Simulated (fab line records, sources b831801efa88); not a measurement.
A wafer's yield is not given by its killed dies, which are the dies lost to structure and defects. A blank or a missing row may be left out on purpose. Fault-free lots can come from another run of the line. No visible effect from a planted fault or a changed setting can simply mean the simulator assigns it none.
fab line records	flow sky130	part 1 of 2: steps 1 to 29 of 37
record lots=5	wafers=15	last_day=49
route steps=708 shown METAL1@443 VIA1@458
lots with no fault: from the same line, run without faults
start_h: hours from the record's first day to the start of the lot's first wafer shown	wait_h: time in hours since the lot's previous step	" as in the row above	L1.1+2: one row covering several wafers at once	- no value present, or no start provided	* or withheld: withheld	< > ~ a bound
route shown NAME@n: a module of which the file shows steps, and the number in the route of the first	usual: average and standard deviation across the fault-free wafers	same: alike in all rows	chamber/n: place in a boat	sites: each site's reading	_std_site: the standard deviation of these	_edge_site: inner sites' mean taken away from outer sites' mean	radius_mm: for every site, how far away it sits from the centre of the wafer	mask NAME#n: copy n	behind: the last tool/chamber to shape the wafer	hold: the reason the lot was held/the length of the hold in hours/how it ended	device: names the non-switching transistor (n, p or np)	end of line: the route-end tests of the same wafers	step lacking rows: just its recipe	killed: the dies lost at the first sort to structure and to defects; this is not the yield of the wafer	map: a wafer's dies, marking killed ones x, the rest . and places with no die _
set.NAME: the setting that was run; set.NAME@STEP: the one run at that earlier step	model.NAME: the simulator's own value behind a step, which no gauge read
a table for each step, a row for each wafer; lots at some steps of the route
services: when a tool's chamber went out of use (start_h, in hours from the record's first day, below 0 if earlier), for how many hours, and the reason
## steps
# step SKY_METAL1_COAT_09
# recipe resist=BARC	temp_c=withheld	time_s=withheld	spin_rpm=3000	resist_thk_nm=60
lot.wafer	tool	chamber	start_h	wait_h
L079.1+4+6	litho_track-04	0	798.91	0.1
L080.1+2+6	litho_track-04	0	808.76	0.1
L088.2+4+6	litho_track-03	0	865.84	0.1
L090.1+2+6	litho_track-02	0	873.72	0.1
L092.1+2+5	litho_track-02	0	879.97	0.1
# step SKY_METAL1_COAT_10
# recipe resist=KrF-thick	spin_rpm=3000	resist_thk_nm=450
lot.wafer	tool	chamber	start_h	wait_h
L079.1+4+6	litho_track-04	0	-	-
L080.1+2+6	litho_track-04	0	-	-
L088.2+4+6	litho_track-03	0	-	-
L090.1+2+6	litho_track-02	0	-	-
L092.1+2+5	litho_track-02	0	-	-
# step SKY_METAL1_SOFTBAKE_11
# recipe temp_c=100	time_s=90	resist=KrF-thick
lot.wafer	tool	chamber	start_h	wait_h
L079.1+4+6	litho_track-04	0	-	-
L080.1+2+6	litho_track-04	0	-	-
L088.2+4+6	litho_track-03	0	-	-
L090.1+2+6	litho_track-02	0	-	-
L092.1+2+5	litho_track-02	0	-	-
# step SKY_METAL1_EXPOSE_12
# recipe mask_id=MM1	na=0.8	source_shape=annular	sigma_inner=0.55	sigma_outer=0.85	target_cd_nm=140	dose_mj=28
lot.wafer	tool	chamber	start_h	wait_h	mask
L079.1+4+6	krf_scanner-02	0	-	-	MM1#0
L080.1+2+6	krf_scanner-02	0	-	-	MM1#0
L088.2+4+6	krf_scanner-02	0	-	-	MM1#0
L090.1+2+6	krf_scanner-02	0	-	-	MM1#0
L092.1+2+5	krf_scanner-01	0	-	-	MM1#0
# step SKY_METAL1_PEB_13
# recipe peb_temp_c=withheld	peb_time_s=withheld	resist=KrF-thick
lot.wafer	tool	chamber	start_h	wait_h
L079.1+4+6	litho_track-04	0	-	-
L080.1+2+6	litho_track-04	0	-	-
L088.2+4+6	litho_track-04	0	-	-
L090.1+2+6	litho_track-03	0	-	-
L092.1+2+5	litho_track-04	0	-	-
# step SKY_METAL1_DEVELOP_14
# recipe develop_time_s=60	resist=KrF-thick	dev_temp_c=21
# usual developer_temp_C=21.00/0.098
# same develop_time_s=60
lot.wafer	tool	chamber	start_h	wait_h	developer_temp_C
L079.1	litho_track-04	0	-	-	21.11
L079.4	"	0	"	"	21.04
L079.6	"	0	"	"	21.00
L080.1	litho_track-04	0	-	-	21.19
L080.2	"	0	"	"	20.92
L080.6	"	0	"	"	20.97
L088.2	litho_track-04	0	-	-	21.02
L088.4	"	0	"	"	20.93
L088.6	"	0	"	"	20.95
L090.1	litho_track-03	0	-	-	21.00
L090.2	"	0	"	"	20.91
L090.6	"	0	"	"	20.84
L092.1	litho_track-04	0	-	-	20.98
L092.2	"	0	"	"	21.04
L092.5	"	0	"	"	21.00
# step SKY_METAL1_CD_MEAS_15
# recipe target_cd_nm=140
# usual cd_nm=139.9/1.6
lot.wafer	tool	chamber	start_h	wait_h	cd_nm
L079.1	cd_sem-01	-	812.66	-	140.5
L079.4	"	-	"	"	142.5
L079.6	"	-	"	"	142.5
L080.1	cd_sem-01	-	822.41	-	139.5
L080.2	"	-	"	"	141.0
L080.6	"	-	"	"	138.4
L088.2	cd_sem-01	-	878.88	-	140.8
L088.4	"	-	"	"	140.4
L088.6	"	-	"	"	141.1
L090.1	cd_sem-02	-	886.87	-	140.6
L090.2	"	-	"	"	140.0
L090.6	"	-	"	"	140.2
L092.1	cd_sem-02	-	893.36	-	141.3
L092.2	"	-	"	"	140.8
L092.5	"	-	"	"	139.3
# step SKY_METAL1_OVL_MEAS_16
# usual METAL1_OVL=0/5.3
lot.wafer	tool	chamber	start_h	wait_h	METAL1_OVL[nm]
L079.1	overlay-02	-	812.78	0.1	-1
L079.4	"	-	"	"	1
L079.6	"	-	"	"	-3
L080.1	overlay-01	-	822.53	0.1	1
L080.2	"	-	"	"	1
L080.6	"	-	"	"	3
L088.2	overlay-02	-	878.99	0.1	8
L088.4	"	-	"	"	1
L088.6	"	-	"	"	3
L090.1	overlay-01	-	886.99	0.1	0
L090.2	"	-	"	"	3
L090.6	"	-	"	"	0
L092.1	overlay-02	-	893.48	0.1	1
L092.2	"	-	"	"	0
L092.5	"	-	"	"	6
# step SKY_METAL1_DESCUM_17
# recipe chemistry=O2	source_power_w=150	bias_power_w=0	pressure_mtorr=10	temp_c=40	time_s=8
# usual chamber_pressure_mTorr=10.000/0.0093	drypump_motor_current_A=5.5/0.53	oes_product_au=0.997/0.012	rf_fwd_power_W=146.4/0.55
lot.wafer	tool	chamber	start_h	wait_h	chamber_pressure_mTorr	drypump_motor_current_A	oes_product_au	rf_fwd_power_W	rf_hours_counter_h
L079.1	rie_metal-03	0	812.82	0.0	10.019	5.6	0.980	146.7	5
L079.4	"	1	"	"	10.011	5.1	1.022	146.6	-
L079.6	"	1	"	"	10.005	5.1	1.007	146.6	-
L080.1	rie_metal-04	0	822.57	0.0	10.009	4.8	0.995	146.6	14
L080.2	"	1	"	"	9.993	6.5	1.001	147.4	1
L080.6	"	1	"	"	10.012	6.5	1.006	147.3	-
L088.2	rie_metal-01	1	879.02	0.0	9.993	5.9	0.999	145.8	4
L088.4	"	0	"	"	9.989	5.7	1.006	146.3	-
L088.6	"	0	"	"	10.007	5.7	1.002	146.2	-
L090.1	rie_metal-03	0	887.02	0.0	9.983	5.6	0.986	146.0	8
L090.2	"	0	"	"	10.007	5.6	0.995	145.9	-
L090.6	"	0	"	"	10.002	5.6	0.994	146.1	-
L092.1	rie_metal-03	1	893.52	0.0	10.007	5.1	1.009	145.8	1
L092.2	"	0	"	"	10.001	5.6	1.000	145.9	9
L092.5	"	1	"	"	9.994	5.1	1.009	146.0	-
# step SKY_METAL1_ETCH_18
# recipe chemistry=N2/H2	target=BARC	ion_energy_ev=200	bias_w=100	pressure_mtorr=30	n2_flow_sccm=100	h2_flow_sccm=200	icp_w=500	stop_on=SiO2	time_s=45.9	target_depth_a=600
# usual chamber_pressure_mTorr=30.001/0.028	drypump_motor_current_A=5.5/0.53	h2_flow_sccm=200.1/0.63	n2_flow_sccm=100.0/0.3	oes_product_au=0.854/0.005	rf_fwd_power_W=493.4/1.8	throttle_valve_pct=13.225/0.0086
lot.wafer	tool	chamber	start_h	wait_h	chamber_pressure_mTorr	drypump_motor_current_A	h2_flow_sccm	n2_flow_sccm	oes_product_au	rf_fwd_power_W	rf_hours_counter_h	throttle_valve_pct
L079.1	rie_metal-03	0	812.85	0.0	29.966	5.6	199.9	99.8	0.850	494.6	5	13.226
L079.4	"	1	"	"	30.007	5.1	199.0	100.4	0.854	489.8	-	13.219
L079.6	"	1	"	"	29.981	5.1	200.0	100.1	0.858	491.6	-	13.227
L080.1	rie_metal-04	0	822.60	0.0	29.985	4.8	199.7	99.8	0.855	492.1	14	13.228
L080.2	"	1	"	"	29.957	6.5	199.8	99.7	0.856	498.4	1	13.231
L080.6	"	1	"	"	29.967	6.5	199.2	100.0	0.855	496.7	-	13.222
L088.2	rie_metal-01	1	879.05	0.0	30.002	5.9	198.8	99.4	0.852	494.8	4	13.227
L088.4	"	0	"	"	30.024	5.7	200.3	100.1	0.859	491.7	-	13.232
L088.6	"	0	"	"	29.999	5.7	200.2	100.0	0.850	491.0	-	13.216
L090.1	rie_metal-03	0	887.09	0.1	29.979	5.6	200.9	99.9	0.854	496.0	8	13.227
L090.2	"	0	"	"	30.026	5.6	200.6	99.6	0.860	496.1	-	13.227
L090.6	"	0	"	"	29.982	5.6	201.3	100.0	0.848	494.4	-	13.227
L092.1	rie_metal-03	1	893.55	0.0	29.999	5.1	199.4	100.1	0.850	490.7	1	13.234
L092.2	"	0	"	"	29.978	5.6	201.4	100.3	0.854	493.3	9	13.225
L092.5	"	1	"	"	29.963	5.1	199.8	100.1	0.848	491.1	-	13.224
# step SKY_METAL1_METAL_ETCH_19
# recipe target_depth_a=3600	stop_on=SiO2	over_etch_frac=0.3	time_s=78	chemistry=Cl2/BCl3	resist_sidewall_deg=88	pressure_mtorr=10	icp_w=900	bias_w=48.5	Cl2_flow_sccm=60	bcl3_flow_sccm=30
# usual bcl3_flow_sccm=30.00/0.091	chamber_pressure_mTorr=10.001/0.0089	drypump_motor_current_A=5.5/0.52	oes_product_au=0.855/0.0056	rf_fwd_power_W=891.5/2.9	throttle_valve_pct=22.264/0.0091
lot.wafer	tool	chamber	start_h	wait_h	bcl3_flow_sccm	chamber_pressure_mTorr	drypump_motor_current_A	oes_product_au	rf_fwd_power_W	rf_hours_counter_h	throttle_valve_pct
L079.1	rie_metal-03	0	812.91	0.0	30.05	10.007	5.6	0.852	889.3	5	22.279
L079.4	"	1	"	"	30.08	9.994	5.1	0.863	889.6	-	22.260
L079.6	"	1	"	"	30.12	10.006	5.1	0.853	890.4	-	22.262
L080.1	rie_metal-04	0	822.66	0.0	30.01	10.010	4.7	0.860	890.5	14	22.263
L080.2	"	1	"	"	30.09	10.013	6.4	0.855	887.0	1	22.271
L080.6	"	1	"	"	30.10	10.002	6.5	0.859	894.9	-	22.280
L088.2	rie_metal-01	1	879.11	0.0	29.99	9.989	5.9	0.862	893.6	4	22.266
L088.4	"	0	"	"	29.90	10.014	5.7	0.864	892.3	-	22.249
L088.6	"	0	"	"	30.09	10.018	5.7	0.850	889.2	-	22.263
L090.1	rie_metal-03	0	887.21	0.1	30.02	9.995	5.6	0.853	891.7	8	22.253
L090.2	"	0	"	"	30.01	10.002	5.6	0.855	897.0	-	22.270
L090.6	"	0	"	"	30.00	10.015	5.6	0.849	893.4	-	22.256
L092.1	rie_metal-03	1	893.61	0.0	29.88	10.007	5.1	0.862	893.7	1	22.280
L092.2	"	0	"	"	29.92	9.976	5.6	0.852	892.2	9	22.259
L092.5	"	1	"	"	29.94	9.999	5.1	0.859	888.8	-	22.277
# step SKY_METAL1_STRIP_20
# recipe chemistry=O2/N2	power_w=1400	pressure_mtorr=1500	platen_temp_c=withheld	o2_flow_sccm=3000	n2_flow_sccm=300	overash_fraction=0.5
# usual chamber_pressure_mTorr=1500.0/1.2	drypump_motor_current_A=6.0/0.3	n2_flow_sccm=300.1/0.95	oes_product_au=0.343/0.0049	strip_time_to_endpoint_s=2.71/0.057
lot.wafer	tool	chamber	start_h	wait_h	chamber_pressure_mTorr	drypump_motor_current_A	n2_flow_sccm	oes_product_au	rf_hours_counter_h	strip_time_to_endpoint_s
L079.1	plasma_asher-02	1	813.00	0.1	1502.2	5.5	299.3	0.346	7	2.75
L079.4	"	1	"	"	1499.1	5.5	299.8	0.341	-	2.57
L079.6	"	1	"	"	1499.9	5.5	299.1	0.341	-	2.60
L080.1	plasma_asher-02	0	822.75	0.1	1499.5	6.4	298.4	0.348	7	2.78
L080.2	"	1	"	"	1500.7	5.5	301.4	0.341	7	2.73
L080.6	"	0	"	"	1500.8	6.4	299.4	0.346	-	2.73
L088.2	plasma_asher-02	0	879.20	0.1	1498.0	6.4	300.7	0.355	14	2.72
L088.4	"	0	"	"	1499.9	6.4	301.6	0.341	-	2.70
L088.6	"	1	"	"	1501.6	5.5	300.4	0.350	-	2.67
L090.1	plasma_asher-02	1	887.39	0.1	1499.8	5.5	299.9	0.346	15	2.76
L090.2	"	0	"	"	1499.3	6.4	298.8	0.340	15	2.75
L090.6	"	1	"	"	1498.6	5.5	301.1	0.347	-	2.77
L092.1	plasma_asher-03	1	893.70	0.1	1500.8	6.0	301.3	0.345	77	2.61
L092.2	"	0	"	"	1500.5	6.1	300.4	0.348	77	2.74
L092.5	"	1	"	"	1499.6	5.9	298.6	0.343	-	2.58
# step SKY_METAL1_STRIP_21
# recipe chemistry=post_etch_residue_remover	time_s=1200	temp_c=72.5
lot.wafer	tool	chamber	start_h	wait_h
L079.1+4+6	wet_bench-04	0	813.10	0.1
L080.1+2+6	wet_bench-01	3	822.85	0.1
L088.2+4+6	wet_bench-01	1	879.30	0.1
L090.1+2+6	wet_bench-03	3	887.49	0.1
L092.1+2+5	wet_bench-03	1	893.80	0.1
# step SKY_METAL1_CLEAN_22
# recipe chemistry=IPA	time_s=180	temp_c=25
lot.wafer	tool	chamber	start_h	wait_h
L079.1+4+6	wet_bench-03	0	813.44	0.0
L080.1+2+6	wet_bench-04	3	823.19	0.0
L088.2+4+6	wet_bench-04	1	879.67	0.0
L090.1+2+6	wet_bench-01	3	887.83	0.0
L092.1+2+5	wet_bench-01	1	894.17	0.0
# step SKY_METAL1_CLEAN_23
# recipe chemistry=O3/DIW	dry=n2_spin
lot.wafer	tool	chamber	start_h	wait_h
L079.1+4+6	wet_bench-04	2	813.51	0.0
L080.1+2+6	wet_bench-03	3	823.25	0.0
L088.2+4+6	wet_bench-01	3	879.73	0.0
L090.1+2+6	wet_bench-04	1	887.90	0.0
L092.1+2+5	wet_bench-04	0	894.24	0.0
# step SKY_VIA1_HDPCVD_00
# recipe material=SiO2	target_thk_nm=1030	sigma_open_frac=0.3	time_s=171.7	temp_c=400	sih4_flow_sccm=60	pressure_mtorr=6
lot.wafer	tool	chamber	start_h	wait_h
L079.1+4+6	hdpcvd-02	2,0,1	813.60	0.0
L080.1+2+6	hdpcvd-01	1,2,1	823.34	0.0
L088.2+4+6	hdpcvd-02	1,1,0	879.83	0.0
L090.1+2+6	hdpcvd-01	1,0,2	888.00	0.0
L092.1+2+5	hdpcvd-02	2,0,2	894.33	0.0
# step SKY_VIA1_THK_MEAS_01
# recipe reads=SiO2_of_VIA1_HDPCVD_00
# usual VIA1_HDPCVD_THK=1024/13
lot.wafer	tool	chamber	start_h	wait_h	VIA1_HDPCVD_THK[nm]
L079.1	film_metro-01	-	813.71	0.1	1016
L079.4	"	-	"	"	1020
L079.6	"	-	"	"	1040
L080.1	film_metro-02	-	823.45	0.1	1026
L080.2	"	-	"	"	1031
L080.6	"	-	"	"	1039
L088.2	film_metro-04	-	879.95	0.1	1025
L088.4	"	-	"	"	1017
L088.6	"	-	"	"	1021
L090.1	film_metro-02	-	888.11	0.1	1021
L090.2	"	-	"	"	991
L090.6	"	-	"	"	1003
L092.1	film_metro-04	-	894.44	0.1	1024
L092.2	"	-	"	"	1037
L092.5	"	-	"	"	1022
# step SKY_VIA1_CMP_02
# recipe material=SiO2	down_force_psi=4	platen_rpm=60	pad_velocity_m_s=0.94248
# usual motor_current_A=12.1/1.4	platen_rpm=59.99/0.038
lot.wafer	tool	chamber	start_h	wait_h	motor_current_A	platen_rpm
L079.4	cmp-02	1	813.77	0.0	14.5	59.95
L079.1	"	2	"	"	13.1	60.00
L079.6	"	1	"	"	14.4	59.95
L080.2	cmp-02	2	823.51	0.0	12.3	59.95
L080.1	"	0	"	"	11.5	59.99
L080.6	"	3	"	"	10.7	60.01
L088.4	cmp-02	2	880.05	0.1	12.7	59.95
L088.2	"	3	"	"	11.0	60.01
L088.6	"	1	"	"	14.9	59.96
L090.1	cmp-02	0	888.27	0.1	11.0	60.02
L090.2	"	1	"	"	14.4	59.96
L090.6	"	2	"	"	12.4	60.01
L092.1	cmp-02	3	894.60	0.1	10.7	60.02
L092.2	"	0	"	"	11.1	60.03
L092.5	"	2	"	"	12.6	59.97
# step SKY_VIA1_BOW_MEAS_03
# recipe mode=bow
# usual VIA1_BOW=80/6.8
lot.wafer	tool	chamber	start_h	wait_h	VIA1_BOW[um]
L079.1	film_metro-02	-	814.07	0.2	72
L079.4	"	-	"	"	87
L079.6	"	-	"	"	74
L080.1	film_metro-04	-	823.81	0.1	91
L080.2	"	-	"	"	90
L080.6	"	-	"	"	73
L088.2	film_metro-04	-	880.32	0.2	86
L088.4	"	-	"	"	83
L088.6	"	-	"	"	71
L090.1	film_metro-02	-	888.47	0.1	81
L090.2	"	-	"	"	78
L090.6	"	-	"	"	84
L092.1	film_metro-02	-	894.80	0.1	77
L092.2	"	-	"	"	74
L092.5	"	-	"	"	85
# step SKY_VIA1_DEHYDRATE_04
# recipe temp_c=200	time_s=60
lot.wafer	tool	chamber	start_h	wait_h
L079.1+4+6	litho_track-03	0	826.57	12.5
L080.1+2+6	litho_track-03	0	835.72	11.9
L088.2+4+6	litho_track-03	0	892.34	12.0
L090.1+2+6	litho_track-04	0	900.16	11.7
L092.1+2+5	litho_track-04	0	906.81	12.0
# step SKY_VIA1_HMDS_05
# recipe prime_time_s=60	prime_temp_c=120
lot.wafer	tool	chamber	start_h	wait_h
L079.1+4+6	litho_track-03	0	826.72	0.1
L080.1+2+6	litho_track-03	0	835.87	0.1
L088.2+4+6	litho_track-03	0	892.49	0.1
L090.1+2+6	litho_track-04	0	900.31	0.1
L092.1+2+5	litho_track-04	0	906.96	0.1
# step SKY_VIA1_COAT_06
# recipe resist=BARC	temp_c=withheld	time_s=withheld	spin_rpm=3000	resist_thk_nm=60
lot.wafer	tool	chamber	start_h	wait_h
L079.1+4+6	litho_track-03	0	826.87	0.1
L080.1+2+6	litho_track-03	0	836.02	0.1
L088.2+4+6	litho_track-03	0	892.64	0.1
L090.1+2+6	litho_track-04	0	900.46	0.1
L092.1+2+5	litho_track-04	0	907.11	0.1
# step SKY_VIA1_COAT_07
# recipe resist=KrF-thick	spin_rpm=3000	resist_thk_nm=450
lot.wafer	tool	chamber	start_h	wait_h
L079.1+4+6	litho_track-03	0	-	-
L080.1+2+6	litho_track-03	0	-	-
L088.2+4+6	litho_track-03	0	-	-
L090.1+2+6	litho_track-04	0	-	-
L092.1+2+5	litho_track-04	0	-	-
# step SKY_VIA1_SOFTBAKE_08
# recipe temp_c=100	time_s=90	resist=KrF-thick
lot.wafer	tool	chamber	start_h	wait_h
L079.1+4+6	litho_track-03	0	-	-
L080.1+2+6	litho_track-03	0	-	-
L088.2+4+6	litho_track-03	0	-	-
L090.1+2+6	litho_track-04	0	-	-
L092.1+2+5	litho_track-04	0	-	-
# step SKY_VIA1_EXPOSE_09
# recipe mask_id=VIM	na=0.8	source_shape=annular	sigma_inner=0.55	sigma_outer=0.85	target_cd_nm=150	dose_mj=38
lot.wafer	tool	chamber	start_h	wait_h	mask
L079.1+4+6	krf_scanner-01	0	-	-	VIM#0
L080.1+2+6	krf_scanner-02	0	-	-	VIM#0
L088.2+4+6	krf_scanner-01	0	-	-	VIM#0
L090.1+2+6	krf_scanner-02	0	-	-	VIM#0
L092.1+2+5	krf_scanner-02	0	-	-	VIM#0
# step SKY_VIA1_PEB_10
# recipe peb_temp_c=withheld	peb_time_s=withheld	resist=KrF-thick
lot.wafer	tool	chamber	start_h	wait_h
L079.1+4+6	litho_track-04	0	-	-
L080.1+2+6	litho_track-01	0	-	-
L088.2+4+6	litho_track-01	0	-	-
L090.1+2+6	litho_track-01	0	-	-
L092.1+2+5	litho_track-01	0	-	-
# step SKY_VIA1_DEVELOP_11
# recipe develop_time_s=60	resist=KrF-thick	dev_temp_c=21
# usual developer_temp_C=21.00/0.098
# same develop_time_s=60
lot.wafer	tool	chamber	start_h	wait_h	developer_temp_C
L079.1	litho_track-04	0	-	-	21.12
L079.4	"	0	"	"	21.20
L079.6	"	0	"	"	21.12
L080.1	litho_track-01	0	-	-	20.90
L080.2	"	0	"	"	21.10
L080.6	"	0	"	"	20.96
L088.2	litho_track-01	0	-	-	21.06
L088.4	"	0	"	"	20.69
L088.6	"	0	"	"	20.89
L090.1	litho_track-01	0	-	-	21.00
L090.2	"	0	"	"	20.97
L090.6	"	0	"	"	21.04
L092.1	litho_track-01	0	-	-	21.01
L092.2	"	0	"	"	20.89
L092.5	"	0	"	"	20.90
# step SKY_VIA1_CD_MEAS_12
# recipe target_cd_nm=150
# usual cd_nm=150.2/1.3
lot.wafer	tool	chamber	start_h	wait_h	cd_nm
L079.1	cd_sem-02	-	839.76	-	150.2
L079.4	"	-	"	"	150.8
L079.6	"	-	"	"	150.2
L080.1	cd_sem-02	-	848.19	-	150.5
L080.2	"	-	"	"	150.5
L080.6	"	-	"	"	150.3
L088.2	cd_sem-02	-	905.81	-	152.4
L088.4	"	-	"	"	151.6
L088.6	"	-	"	"	152.0
L090.1	cd_sem-02	-	913.29	-	149.7
L090.2	"	-	"	"	151.2
L090.6	"	-	"	"	151.0
L092.1	cd_sem-02	-	919.49	-	149.5
L092.2	"	-	"	"	150.1
L092.5	"	-	"	"	150.6
# step SKY_VIA1_OVL_MEAS_13
# usual VIA1_OVL=2/5.5
lot.wafer	tool	chamber	start_h	wait_h	VIA1_OVL[nm]
L079.1	overlay-01	-	839.88	0.1	2
L079.4	"	-	"	"	0
L079.6	"	-	"	"	-4
L080.1	overlay-02	-	848.31	0.1	12
L080.2	"	-	"	"	14
L080.6	"	-	"	"	12
L088.2	overlay-01	-	905.91	0.1	8
L088.4	"	-	"	"	-1
L088.6	"	-	"	"	3
L090.1	overlay-01	-	913.41	0.1	12
L090.2	"	-	"	"	14
L090.6	"	-	"	"	16
L092.1	overlay-02	-	919.61	0.1	4
L092.2	"	-	"	"	4
L092.5	"	-	"	"	4
